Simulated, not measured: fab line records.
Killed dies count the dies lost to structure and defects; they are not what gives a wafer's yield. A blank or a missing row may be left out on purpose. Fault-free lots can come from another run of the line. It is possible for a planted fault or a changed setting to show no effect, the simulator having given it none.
Comparing a struck lot with a sound one	flow sky130	16 out of 708 route steps
Sound: the wafers L567.1, L567.3, L567.4. Wafers struck: L576.1, L576.3, L576.6. At the end, the cause is stated.
Per side, at each step with rows, come the tool, then ch with its chambers, and then its first start. Under that, the readings that differ: sound wafers	struck wafers	difference of the means	sigmas: that difference in standard deviations of wafers without a fault.
alike: words and numbers the same on both sides, and readings whose means are apart by under 2 such deviations; not compared: readings that were withheld, readings missing a value for some wafer, numbers with overlapping values and no deviation given by the record, and bounds like >300 which may hide the same value.
A row with sigmas, a row that says differs or no value, or rows on one side alone: a step with any of these is where the two part. Non-overlapping numbers with no deviation appear without sigmas and do not part them. A reading that every wafer of one side lacks parts them only if that side has two wafers or more.

first, 2 steps without rows for these wafers: SKY_METAL4_PEB_11; SKY_METAL4_DEVELOP_12 (develop time 60 s).
SKY_METAL4_CD_MEAS_13: the cd target is 300 nm.
  sound: cd sem-01 at day 44 04:15; struck: cd sem-01 at day 46 19:54
  alike: cd nm
SKY_METAL4_OVL_MEAS_14:
  sound: overlay-02 at day 44 04:22; struck: overlay-02 at day 46 20:01
  alike: METAL4_OVL
SKY_METAL4_DESCUM_15: chemistry O2, time 8 s.
  sound on rie metal-02 ch 0,1, day 44 04:24; struck on rie metal-02 ch 1, day 46 20:04
  alike: drypump motor current A, oes product au
  not compared: rf hours counter h
SKY_METAL4_ETCH_16: etches BARC in N2/H2, stops on SiO2, time 88.2 s, target depth 60 nm.
  sound on rie metal-02 ch 0,1, day 44 04:26; struck on rie metal-02 ch 1, day 46 20:05
  alike: bias w, drypump motor current A, oes product au, throttle valve pct
  not compared: rf hours counter h
SKY_METAL4_ETCH_17: etches SiO2 in C4F8/O2/Ar, stops on TiN, time 3.9 s, target depth 15 nm.
  sound on rie diel-04 ch 0,2,3, day 44 04:32; struck on rie diel-04 ch 0,2,3, day 46 20:11
  alike: bias w, oes product au
  not compared: rf hours counter h
then, 1 step without rows for these wafers: SKY_METAL4_METAL_ETCH_18 (etches the open film in Cl2/BCl3, stops on SiO2, target depth 845 nm, time 183.1 s).
SKY_METAL4_STRIP_19: strips in O2/N2.
  sound on plasma asher-03 ch 0,1, day 44 04:44; struck on plasma asher-03 ch 0,1, day 46 20:23
  alike: drypump motor current A, oes product au, strip time to endpoint s
  not compared: rf hours counter h
then, 3 steps without rows for these wafers: SKY_METAL4_STRIP_20 (strips in post etch residue remover, time 1200 s); SKY_METAL4_CLEAN_21 (cleans in IPA, time 180 s); SKY_METAL4_CLEAN_22 (cleans in O3/DIW).
SKY_VIA4_HDPCVD_00: deposits SiO2, target thk 1750 nm, time 291.7 s.
  sound on hdpcvd-01 ch 0,1,2, day 44 05:19; struck on hdpcvd-02 ch 0,2, day 46 21:04
reading	sound	struck	difference	sigmas
sih4 flow sccm (sccm)	60.09 60.06 60.00	90.23 90.07 90.28	+30.14	+99 or more
model.SiO2_of_VIA4_HDPCVD_00.thk nm (nm)	1729 1768 1741	2594 2623 2615	+865	
SKY_VIA4_THK_MEAS_01:
  sound: film metro-01 at day 44 05:30; struck: film metro-01 at day 46 21:15
reading	sound	struck	difference	sigmas
VIA4_HDPCVD_THK (nm)	1729 1766 1741	2595 2622 2615	+865	+51
SKY_VIA4_CMP_02: polishes SiO2.
  sound on cmp-02 ch 1,2,3, day 44 05:37; struck on cmp-01 ch 0,1,2, day 46 21:22
  alike: motor current A, slurry flow ml min
-- the record jumps here: 3 days lie between the struck wafers' starts before and after (it left off in module VIA4 and takes up again in module PAD_OPEN, whose first step shown is number 708 of the route) --
SKY_PAD_OPEN_PROBE_99:
  sound: prober-02 at day 47 20:43; struck: prober-01 at day 50 03:55
  alike: defect limited yield, killed_at_M0_to_M3, killed_at_M4_up, killed at contacts, killed at front end, killed at other, killed dies, killed open, killed short, sort_bin_3_pad_short, sort_bin_5_function, sort_bin_6_memory, sort n pass, sort yield pct

## WHERE THEY PART
Earliest at SKY_VIA4_HDPCVD_00; latest, in this record, at SKY_VIA4_THK_MEAS_01. Later steps at which nothing parts them and some readings are alike: SKY_VIA4_CMP_02, SKY_PAD_OPEN_PROBE_99.

WHY: whatever the simulator had introduced
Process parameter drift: hdpcvd-02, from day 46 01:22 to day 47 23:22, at SKY_VIA4_HDPCVD_00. Setting sih4 flow sccm, moved by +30, from 60. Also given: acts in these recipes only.
